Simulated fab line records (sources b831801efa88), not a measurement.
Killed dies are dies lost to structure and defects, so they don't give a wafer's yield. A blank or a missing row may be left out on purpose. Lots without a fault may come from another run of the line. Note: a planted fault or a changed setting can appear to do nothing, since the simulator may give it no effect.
fab line records / flow sky130 / part 2 of 2: steps 23 to 32 of 32
record lots=5 wafers=15 lastDay=47
route steps=708 shown LDD_LDN@297 SPACER@304 POLY_CUT@307 SD_P@320
lots untouched by any fault: they come from a run of this same line in which no faults occurred
startH: start of the lot's first displayed wafer, in hours after the record's first day / waitH: hours since the lot's step before / " unchanged from the row above / L1.1+2: a single row standing in for several wafers / - value missing, or start not given / * or withheld: withheld / < > ~ a bound
route shown NAME@n: NAME is a module with steps in the file, n the number in the route of the first one / usual: mean and standard deviation over wafers with no fault / same: alike in all rows / chamber/n: place in a boat / sites: readings site by site / _std_site: standard deviation across them / _edge_site: inner sites' mean taken away from outer sites' mean / radiusMm: for every site, how far away it sits from the centre of the wafer / mask NAME#n: copy n / behind: the last tool/chamber to shape the wafer / hold: why the lot went on hold/how many hours it stayed there/how the hold came to an end / device: whichever transistor did not switch (one of n, p or np) / end of line: the tests these same wafers got at the end of their route / where a step has no rows: the recipe by itself / killed: at the first sort, the dies lost to defects and structure; wafer yield is something else / map: per-die view of a wafer (x killed, . not killed, _ where there is no die)
set.NAME: the setting as run; set.NAME@STEP: as run at that earlier step / model.NAME: the simulator's own value behind a step, which no gauge read
certain route steps with their lots: each step a table, each wafer a row
services: a tool's chamber out of use, with start hour (startH, from the record's first day; less than 0 if before it), hours out, and reason
## steps
# step SKY_POLY_CUT_STRIP_12
# recipe chemistry=O2/N2 powerW=1400 pressureMtorr=1500 platenTempC=withheld o2FlowSccm=3000 n2FlowSccm=300 overashFraction=0.5
# usual chamberPressureMTorr=1499.8/1.4 drypumpMotorCurrentA=6.01/0.28 oesProductAu=0.453/0.0043 stripTimeToEndpointS=5.350/0.016
lot.wafer=L075.2 tool=plasmaAsher-02 chamber=1 startH=550.08 waitH=0.0 chamberPressureMTorr=1501.2 drypumpMotorCurrentA=5.52 oesProductAu=0.456 rfHoursCounterH=13 stripTimeToEndpointS=5.363
lot.wafer=L075.4 tool=plasmaAsher-02 chamber=0 startH=550.08 waitH=0.0 chamberPressureMTorr=1499.3 drypumpMotorCurrentA=5.96 oesProductAu=0.460 rfHoursCounterH=- stripTimeToEndpointS=5.374
lot.wafer=L075.6 tool=plasmaAsher-02 chamber=0 startH=550.08 waitH=0.0 chamberPressureMTorr=1499.0 drypumpMotorCurrentA=5.94 oesProductAu=0.448 rfHoursCounterH=- stripTimeToEndpointS=5.359
lot.wafer=L078.1 tool=plasmaAsher-03 chamber=1 startH=588.46 waitH=0.0 chamberPressureMTorr=1499.2 drypumpMotorCurrentA=5.75 oesProductAu=0.455 rfHoursCounterH=43 stripTimeToEndpointS=5.337
lot.wafer=L078.5 tool=plasmaAsher-03 chamber=0 startH=588.46 waitH=0.0 chamberPressureMTorr=1498.3 drypumpMotorCurrentA=6.46 oesProductAu=0.459 rfHoursCounterH=- stripTimeToEndpointS=5.350
lot.wafer=L078.6 tool=plasmaAsher-03 chamber=1 startH=588.46 waitH=0.0 chamberPressureMTorr=1500.1 drypumpMotorCurrentA=5.78 oesProductAu=0.455 rfHoursCounterH=- stripTimeToEndpointS=5.331
lot.wafer=L080.1 tool=plasmaAsher-01 chamber=0 startH=618.98 waitH=0.0 chamberPressureMTorr=1499.8 drypumpMotorCurrentA=6.15 oesProductAu=0.456 rfHoursCounterH=79 stripTimeToEndpointS=5.381
lot.wafer=L080.5 tool=plasmaAsher-01 chamber=1 startH=618.98 waitH=0.0 chamberPressureMTorr=1500.5 drypumpMotorCurrentA=6.09 oesProductAu=0.455 rfHoursCounterH=- stripTimeToEndpointS=5.365
lot.wafer=L080.6 tool=plasmaAsher-01 chamber=0 startH=618.98 waitH=0.0 chamberPressureMTorr=1501.3 drypumpMotorCurrentA=6.17 oesProductAu=0.457 rfHoursCounterH=- stripTimeToEndpointS=5.361
lot.wafer=L081.1 tool=plasmaAsher-02 chamber=1 startH=622.63 waitH=0.0 chamberPressureMTorr=1499.4 drypumpMotorCurrentA=5.54 oesProductAu=0.457 rfHoursCounterH=19 stripTimeToEndpointS=5.347
lot.wafer=L081.4 tool=plasmaAsher-02 chamber=1 startH=622.63 waitH=0.0 chamberPressureMTorr=1503.7 drypumpMotorCurrentA=5.54 oesProductAu=0.458 rfHoursCounterH=- stripTimeToEndpointS=5.345
lot.wafer=L081.5 tool=plasmaAsher-02 chamber=0 startH=622.63 waitH=0.0 chamberPressureMTorr=1500.3 drypumpMotorCurrentA=5.89 oesProductAu=0.459 rfHoursCounterH=- stripTimeToEndpointS=5.344
lot.wafer=L082.1 tool=plasmaAsher-01 chamber=1 startH=637.01 waitH=0.0 chamberPressureMTorr=1501.0 drypumpMotorCurrentA=6.08 oesProductAu=0.455 rfHoursCounterH=81 stripTimeToEndpointS=5.353
lot.wafer=L082.5 tool=plasmaAsher-01 chamber=1 startH=637.01 waitH=0.0 chamberPressureMTorr=1499.3 drypumpMotorCurrentA=6.13 oesProductAu=0.449 rfHoursCounterH=- stripTimeToEndpointS=5.339
lot.wafer=L082.6 tool=plasmaAsher-01 chamber=0 startH=637.01 waitH=0.0 chamberPressureMTorr=1499.6 drypumpMotorCurrentA=6.16 oesProductAu=0.458 rfHoursCounterH=- stripTimeToEndpointS=5.343
# step SKY_SD_P_DEHYDRATE_00
# recipe tempC=200 timeS=60
# usual plateTempC=199.97/0.16 resistLineTempC=22.99/0.092
lot.wafer=L075.2 tool=lithoTrack-02 chamber=0 startH=565.04 waitH=14.9 plateTempC=200.19 resistLineTempC=23.17
lot.wafer=L075.4 tool=lithoTrack-02 chamber=0 startH=565.04 waitH=14.9 plateTempC=200.23 resistLineTempC=23.02
lot.wafer=L075.6 tool=lithoTrack-02 chamber=0 startH=565.04 waitH=14.9 plateTempC=200.02 resistLineTempC=22.97
lot.wafer=L078.1 tool=lithoTrack-02 chamber=0 startH=602.52 waitH=14.0 plateTempC=199.90 resistLineTempC=22.86
lot.wafer=L078.5 tool=lithoTrack-02 chamber=0 startH=602.52 waitH=14.0 plateTempC=200.07 resistLineTempC=22.98
lot.wafer=L078.6 tool=lithoTrack-02 chamber=0 startH=602.52 waitH=14.0 plateTempC=199.79 resistLineTempC=22.97
lot.wafer=L080.1 tool=lithoTrack-02 chamber=0 startH=633.32 waitH=14.3 plateTempC=199.90 resistLineTempC=22.92
lot.wafer=L080.5 tool=lithoTrack-02 chamber=0 startH=633.32 waitH=14.3 plateTempC=200.06 resistLineTempC=23.16
lot.wafer=L080.6 tool=lithoTrack-02 chamber=0 startH=633.32 waitH=14.3 plateTempC=199.88 resistLineTempC=23.00
lot.wafer=L081.1 tool=lithoTrack-03 chamber=0 startH=635.86 waitH=13.2 plateTempC=200.03 resistLineTempC=23.08
lot.wafer=L081.4 tool=lithoTrack-03 chamber=0 startH=635.86 waitH=13.2 plateTempC=200.23 resistLineTempC=23.09
lot.wafer=L081.5 tool=lithoTrack-03 chamber=0 startH=635.86 waitH=13.2 plateTempC=200.04 resistLineTempC=23.04
lot.wafer=L082.1 tool=lithoTrack-02 chamber=0 startH=650.12 waitH=13.1 plateTempC=200.12 resistLineTempC=23.21
lot.wafer=L082.5 tool=lithoTrack-02 chamber=0 startH=650.12 waitH=13.1 plateTempC=199.79 resistLineTempC=23.15
lot.wafer=L082.6 tool=lithoTrack-02 chamber=0 startH=650.12 waitH=13.1 plateTempC=200.02 resistLineTempC=23.11
# step SKY_SD_P_HMDS_01
# recipe primeTimeS=60 primeTempC=120
# usual resistLineTempC=23.00/0.12
lot.wafer=L075.2 tool=lithoTrack-02 chamber=0 startH=565.19 waitH=0.1 resistLineTempC=22.96
lot.wafer=L075.4 tool=lithoTrack-02 chamber=0 startH=565.19 waitH=0.1 resistLineTempC=22.93
lot.wafer=L075.6 tool=lithoTrack-02 chamber=0 startH=565.19 waitH=0.1 resistLineTempC=23.03
lot.wafer=L078.1 tool=lithoTrack-02 chamber=0 startH=602.67 waitH=0.1 resistLineTempC=22.90
lot.wafer=L078.5 tool=lithoTrack-02 chamber=0 startH=602.67 waitH=0.1 resistLineTempC=23.09
lot.wafer=L078.6 tool=lithoTrack-02 chamber=0 startH=602.67 waitH=0.1 resistLineTempC=23.03
lot.wafer=L080.1 tool=lithoTrack-02 chamber=0 startH=633.47 waitH=0.1 resistLineTempC=22.75
lot.wafer=L080.5 tool=lithoTrack-02 chamber=0 startH=633.47 waitH=0.1 resistLineTempC=22.95
lot.wafer=L080.6 tool=lithoTrack-02 chamber=0 startH=633.47 waitH=0.1 resistLineTempC=22.85
lot.wafer=L081.1 tool=lithoTrack-03 chamber=0 startH=636.01 waitH=0.1 resistLineTempC=22.82
lot.wafer=L081.4 tool=lithoTrack-03 chamber=0 startH=636.01 waitH=0.1 resistLineTempC=22.95
lot.wafer=L081.5 tool=lithoTrack-03 chamber=0 startH=636.01 waitH=0.1 resistLineTempC=22.84
lot.wafer=L082.1 tool=lithoTrack-02 chamber=0 startH=650.27 waitH=0.1 resistLineTempC=23.27
lot.wafer=L082.5 tool=lithoTrack-02 chamber=0 startH=650.27 waitH=0.1 resistLineTempC=23.06
lot.wafer=L082.6 tool=lithoTrack-02 chamber=0 startH=650.27 waitH=0.1 resistLineTempC=23.08
# step SKY_SD_P_COAT_02
# recipe resist=NOVOLAK spinRpm=2964 resistThkNm=1140
# usual resistLineTempC=23.02/0.1
lot.wafer=L075.2 tool=lithoTrack-02 chamber=0 startH=565.34 waitH=0.1 resistLineTempC=22.99
lot.wafer=L075.4 tool=lithoTrack-02 chamber=0 startH=565.34 waitH=0.1 resistLineTempC=23.00
lot.wafer=L075.6 tool=lithoTrack-02 chamber=0 startH=565.34 waitH=0.1 resistLineTempC=22.93
lot.wafer=L078.1 tool=lithoTrack-02 chamber=0 startH=602.82 waitH=0.1 resistLineTempC=22.96
lot.wafer=L078.5 tool=lithoTrack-02 chamber=0 startH=602.82 waitH=0.1 resistLineTempC=23.05
lot.wafer=L078.6 tool=lithoTrack-02 chamber=0 startH=602.82 waitH=0.1 resistLineTempC=22.84
lot.wafer=L080.1 tool=lithoTrack-02 chamber=0 startH=633.62 waitH=0.1 resistLineTempC=22.91
lot.wafer=L080.5 tool=lithoTrack-02 chamber=0 startH=633.62 waitH=0.1 resistLineTempC=22.87
lot.wafer=L080.6 tool=lithoTrack-02 chamber=0 startH=633.62 waitH=0.1 resistLineTempC=22.81
lot.wafer=L081.1 tool=lithoTrack-03 chamber=0 startH=636.16 waitH=0.1 resistLineTempC=22.90
lot.wafer=L081.4 tool=lithoTrack-03 chamber=0 startH=636.16 waitH=0.1 resistLineTempC=22.86
lot.wafer=L081.5 tool=lithoTrack-03 chamber=0 startH=636.16 waitH=0.1 resistLineTempC=22.96
lot.wafer=L082.1 tool=lithoTrack-02 chamber=0 startH=650.42 waitH=0.1 resistLineTempC=23.05
lot.wafer=L082.5 tool=lithoTrack-02 chamber=0 startH=650.42 waitH=0.1 resistLineTempC=22.98
lot.wafer=L082.6 tool=lithoTrack-02 chamber=0 startH=650.42 waitH=0.1 resistLineTempC=22.96
# step SKY_SD_P_SOFTBAKE_03
# recipe tempC=90 timeS=60 resist=NOVOLAK
# usual plateTempC=90.01/0.12 resistLineTempC=22.99/0.11
lot.wafer=L075.2 tool=lithoTrack-02 chamber=0 startH=565.49 waitH=0.1 plateTempC=90.08 resistLineTempC=22.90
lot.wafer=L075.4 tool=lithoTrack-02 chamber=0 startH=565.49 waitH=0.1 plateTempC=89.88 resistLineTempC=22.92
lot.wafer=L075.6 tool=lithoTrack-02 chamber=0 startH=565.49 waitH=0.1 plateTempC=89.90 resistLineTempC=22.86
lot.wafer=L078.1 tool=lithoTrack-02 chamber=0 startH=602.97 waitH=0.1 plateTempC=90.09 resistLineTempC=23.11
lot.wafer=L078.5 tool=lithoTrack-02 chamber=0 startH=602.97 waitH=0.1 plateTempC=89.90 resistLineTempC=22.85
lot.wafer=L078.6 tool=lithoTrack-02 chamber=0 startH=602.97 waitH=0.1 plateTempC=90.05 resistLineTempC=23.02
lot.wafer=L080.1 tool=lithoTrack-02 chamber=0 startH=633.77 waitH=0.1 plateTempC=90.02 resistLineTempC=22.92
lot.wafer=L080.5 tool=lithoTrack-02 chamber=0 startH=633.77 waitH=0.1 plateTempC=89.97 resistLineTempC=22.98
lot.wafer=L080.6 tool=lithoTrack-02 chamber=0 startH=633.77 waitH=0.1 plateTempC=89.71 resistLineTempC=22.82
lot.wafer=L081.1 tool=lithoTrack-03 chamber=0 startH=636.31 waitH=0.1 plateTempC=89.92 resistLineTempC=23.02
lot.wafer=L081.4 tool=lithoTrack-03 chamber=0 startH=636.31 waitH=0.1 plateTempC=89.97 resistLineTempC=23.02
lot.wafer=L081.5 tool=lithoTrack-03 chamber=0 startH=636.31 waitH=0.1 plateTempC=89.70 resistLineTempC=23.06
lot.wafer=L082.1 tool=lithoTrack-02 chamber=0 startH=650.57 waitH=0.1 plateTempC=90.12 resistLineTempC=23.12
lot.wafer=L082.5 tool=lithoTrack-02 chamber=0 startH=650.57 waitH=0.1 plateTempC=90.12 resistLineTempC=22.88
lot.wafer=L082.6 tool=lithoTrack-02 chamber=0 startH=650.57 waitH=0.1 plateTempC=90.12 resistLineTempC=23.03
# step SKY_SD_P_EXPOSE_04
# recipe maskId=PSDM na=0.6 sourceShape=conventional sigmaOuter=0.6 polarization=unpolarized targetCdNm=380 doseMj=138
lot.wafer=L075.2+4+6 tool=ilineStepper-02 chamber=0 startH=- waitH=- mask=PSDM#0
lot.wafer=L078.1+5+6 tool=ilineStepper-01 chamber=0 startH=- waitH=- mask=PSDM#0
lot.wafer=L080.1+5+6 tool=ilineStepper-01 chamber=0 startH=- waitH=- mask=PSDM#0
lot.wafer=L081.1+4+5 tool=ilineStepper-02 chamber=0 startH=- waitH=- mask=PSDM#0
lot.wafer=L082.1+5+6 tool=ilineStepper-01 chamber=0 startH=- waitH=- mask=PSDM#0
# step SKY_SD_P_PEB_05
# recipe tempC=withheld timeS=* resist=NOVOLAK
# usual resistLineTempC=*
lot.wafer=L075.2 tool=lithoTrack-02 chamber=0 startH=- waitH=- resistLineTempC=*
lot.wafer=L075.4 tool=lithoTrack-02 chamber=0 startH=- waitH=- resistLineTempC=*
lot.wafer=L075.6 tool=lithoTrack-02 chamber=0 startH=- waitH=- resistLineTempC=*
lot.wafer=L078.1 tool=lithoTrack-02 chamber=0 startH=- waitH=- resistLineTempC=*
lot.wafer=L078.5 tool=lithoTrack-02 chamber=0 startH=- waitH=- resistLineTempC=*
lot.wafer=L078.6 tool=lithoTrack-02 chamber=0 startH=- waitH=- resistLineTempC=*
lot.wafer=L080.1 tool=lithoTrack-04 chamber=0 startH=- waitH=- resistLineTempC=*
lot.wafer=L080.5 tool=lithoTrack-04 chamber=0 startH=- waitH=- resistLineTempC=*
lot.wafer=L080.6 tool=lithoTrack-04 chamber=0 startH=- waitH=- resistLineTempC=*
lot.wafer=L081.1 tool=lithoTrack-02 chamber=0 startH=- waitH=- resistLineTempC=*
lot.wafer=L081.4 tool=lithoTrack-02 chamber=0 startH=- waitH=- resistLineTempC=*
lot.wafer=L081.5 tool=lithoTrack-02 chamber=0 startH=- waitH=- resistLineTempC=*
lot.wafer=L082.1 tool=lithoTrack-03 chamber=0 startH=- waitH=- resistLineTempC=*
lot.wafer=L082.5 tool=lithoTrack-03 chamber=0 startH=- waitH=- resistLineTempC=*
lot.wafer=L082.6 tool=lithoTrack-03 chamber=0 startH=- waitH=- resistLineTempC=*
# step SKY_SD_P_DEVELOP_06
# recipe resist=NOVOLAK developer=TMAH developTimeS=60 devTempC=23
# usual resistLineTempC=23.02/0.11
lot.wafer=L075.2 tool=lithoTrack-02 chamber=0 startH=579.99 waitH=0.1 resistLineTempC=22.89
lot.wafer=L075.4 tool=lithoTrack-02 chamber=0 startH=579.99 waitH=0.1 resistLineTempC=22.95
lot.wafer=L075.6 tool=lithoTrack-02 chamber=0 startH=579.99 waitH=0.1 resistLineTempC=22.94
lot.wafer=L078.1 tool=lithoTrack-02 chamber=0 startH=616.52 waitH=0.1 resistLineTempC=23.15
lot.wafer=L078.5 tool=lithoTrack-02 chamber=0 startH=616.52 waitH=0.1 resistLineTempC=23.29
lot.wafer=L078.6 tool=lithoTrack-02 chamber=0 startH=616.52 waitH=0.1 resistLineTempC=23.14
lot.wafer=L080.1 tool=lithoTrack-04 chamber=0 startH=646.85 waitH=0.1 resistLineTempC=22.98
lot.wafer=L080.5 tool=lithoTrack-04 chamber=0 startH=646.85 waitH=0.1 resistLineTempC=23.03
lot.wafer=L080.6 tool=lithoTrack-04 chamber=0 startH=646.85 waitH=0.1 resistLineTempC=23.11
lot.wafer=L081.1 tool=lithoTrack-02 chamber=0 startH=649.97 waitH=0.1 resistLineTempC=23.09
lot.wafer=L081.4 tool=lithoTrack-02 chamber=0 startH=649.97 waitH=0.1 resistLineTempC=23.07
lot.wafer=L081.5 tool=lithoTrack-02 chamber=0 startH=649.97 waitH=0.1 resistLineTempC=23.03
lot.wafer=L082.1 tool=lithoTrack-03 chamber=0 startH=665.06 waitH=0.1 resistLineTempC=23.05
lot.wafer=L082.5 tool=lithoTrack-03 chamber=0 startH=665.06 waitH=0.1 resistLineTempC=22.82
lot.wafer=L082.6 tool=lithoTrack-03 chamber=0 startH=665.06 waitH=0.1 resistLineTempC=22.91
# step SKY_SD_P_CD_MEAS_07
# recipe targetCdNm=380
# usual cdNm=379.6/2.4
lot.wafer=L075.2 tool=cdSem-01 chamber=- startH=580.14 waitH=0.1 cdNm=379.2
lot.wafer=L075.4 tool=cdSem-01 chamber=- startH=580.14 waitH=0.1 cdNm=378.4
lot.wafer=L075.6 tool=cdSem-01 chamber=- startH=580.14 waitH=0.1 cdNm=378.3
lot.wafer=L078.1 tool=cdSem-01 chamber=- startH=616.67 waitH=0.1 cdNm=377.7
lot.wafer=L078.5 tool=cdSem-01 chamber=- startH=616.67 waitH=0.1 cdNm=378.0
lot.wafer=L078.6 tool=cdSem-01 chamber=- startH=616.67 waitH=0.1 cdNm=376.3
lot.wafer=L080.1 tool=cdSem-01 chamber=- startH=647.00 waitH=0.1 cdNm=377.8
lot.wafer=L080.5 tool=cdSem-01 chamber=- startH=647.00 waitH=0.1 cdNm=378.6
lot.wafer=L080.6 tool=cdSem-01 chamber=- startH=647.00 waitH=0.1 cdNm=377.7
lot.wafer=L081.1 tool=cdSem-01 chamber=- startH=650.12 waitH=0.1 cdNm=379.5
lot.wafer=L081.4 tool=cdSem-01 chamber=- startH=650.12 waitH=0.1 cdNm=377.3
lot.wafer=L081.5 tool=cdSem-01 chamber=- startH=650.12 waitH=0.1 cdNm=377.1
lot.wafer=L082.1 tool=cdSem-01 chamber=- startH=665.21 waitH=0.1 cdNm=374.4
lot.wafer=L082.5 tool=cdSem-01 chamber=- startH=665.21 waitH=0.1 cdNm=375.5
lot.wafer=L082.6 tool=cdSem-01 chamber=- startH=665.21 waitH=0.1 cdNm=374.4
# step SKY_SD_P_OVL_MEAS_08
# usual SD_P_OVL=-0.1/1.6
lot.wafer=L075.2 tool=overlay-01 chamber=- startH=580.24 waitH=0.1 SD_P_OVL[nm]=-0.1
lot.wafer=L075.4 tool=overlay-01 chamber=- startH=580.24 waitH=0.1 SD_P_OVL[nm]=-1.9
lot.wafer=L075.6 tool=overlay-01 chamber=- startH=580.24 waitH=0.1 SD_P_OVL[nm]=2.5
lot.wafer=L078.1 tool=overlay-01 chamber=- startH=616.79 waitH=0.1 SD_P_OVL[nm]=-0.7
lot.wafer=L078.5 tool=overlay-01 chamber=- startH=616.79 waitH=0.1 SD_P_OVL[nm]=0.3
lot.wafer=L078.6 tool=overlay-01 chamber=- startH=616.79 waitH=0.1 SD_P_OVL[nm]=0.1
lot.wafer=L080.1 tool=overlay-02 chamber=- startH=647.12 waitH=0.1 SD_P_OVL[nm]=0.6
lot.wafer=L080.5 tool=overlay-02 chamber=- startH=647.12 waitH=0.1 SD_P_OVL[nm]=1.4
lot.wafer=L080.6 tool=overlay-02 chamber=- startH=647.12 waitH=0.1 SD_P_OVL[nm]=1.8
lot.wafer=L081.1 tool=overlay-01 chamber=- startH=650.24 waitH=0.1 SD_P_OVL[nm]=3.2
lot.wafer=L081.4 tool=overlay-01 chamber=- startH=650.24 waitH=0.1 SD_P_OVL[nm]=0.7
lot.wafer=L081.5 tool=overlay-01 chamber=- startH=650.24 waitH=0.1 SD_P_OVL[nm]=0.6
lot.wafer=L082.1 tool=overlay-02 chamber=- startH=665.33 waitH=0.1 SD_P_OVL[nm]=-0.8
lot.wafer=L082.5 tool=overlay-02 chamber=- startH=665.33 waitH=0.1 SD_P_OVL[nm]=0.4
lot.wafer=L082.6 tool=overlay-02 chamber=- startH=665.33 waitH=0.1 SD_P_OVL[nm]=-0.4
## services
tool=plasmaAsher-02 chamber=- startH=499.69 hours=2.0 kind=repair
tool=implanter-02 chamber=- startH=522.17 hours=3.8 kind=pm
tool=implanter-04 chamber=- startH=524.05 hours=3.9 kind=pm
tool=rieDiel-04 chamber=1 startH=525.24 hours=8.8 kind=repair
tool=krfScanner-02 chamber=- startH=526.18 hours=7.5 kind=repair
tool=rieDiel-02 chamber=0 startH=531.18 hours=7.0 kind=repair
tool=implanter-02 chamber=- startH=535.75 hours=7.6 kind=repair
tool=krfScanner-02 chamber=- startH=539.66 hours=0.8 kind=repair
tool=krfScanner-02 chamber=- startH=541.95 hours=1.0 kind=pm
tool=rieDiel-02 chamber=1 startH=542.41 hours=3.3 kind=repair
tool=rieDiel-02 chamber=3 startH=554.44 hours=8.7 kind=repair
tool=plasmaAsher-02 chamber=- startH=560.78 hours=0.3 kind=repair
tool=krfScanner-02 chamber=- startH=563.92 hours=0.8 kind=pm
tool=rieDiel-02 chamber=3 startH=582.88 hours=3.7 kind=repair
tool=plasmaAsher-02 chamber=- startH=586.21 hours=9.7 kind=repair
tool=rieDiel-04 chamber=- startH=592.20 hours=0.5 kind=repair
tool=rieDiel-04 chamber=2 startH=595.90 hours=12.0 kind=repair
tool=krfScanner-02 chamber=- startH=598.16 hours=3.6 kind=pm
tool=krfScanner-02 chamber=- startH=601.71 hours=1.3 kind=pm
tool=krfScanner-02 chamber=- startH=606.53 hours=0.8 kind=pm
tool=plasmaAsher-02 chamber=- startH=610.76 hours=11.4 kind=repair
tool=krfScanner-02 chamber=- startH=638.68 hours=2.7 kind=repair
tool=rieDiel-04 chamber=- startH=641.51 hours=0.5 kind=repair
tool=krfScanner-02 chamber=- startH=652.43 hours=4.7 kind=repair
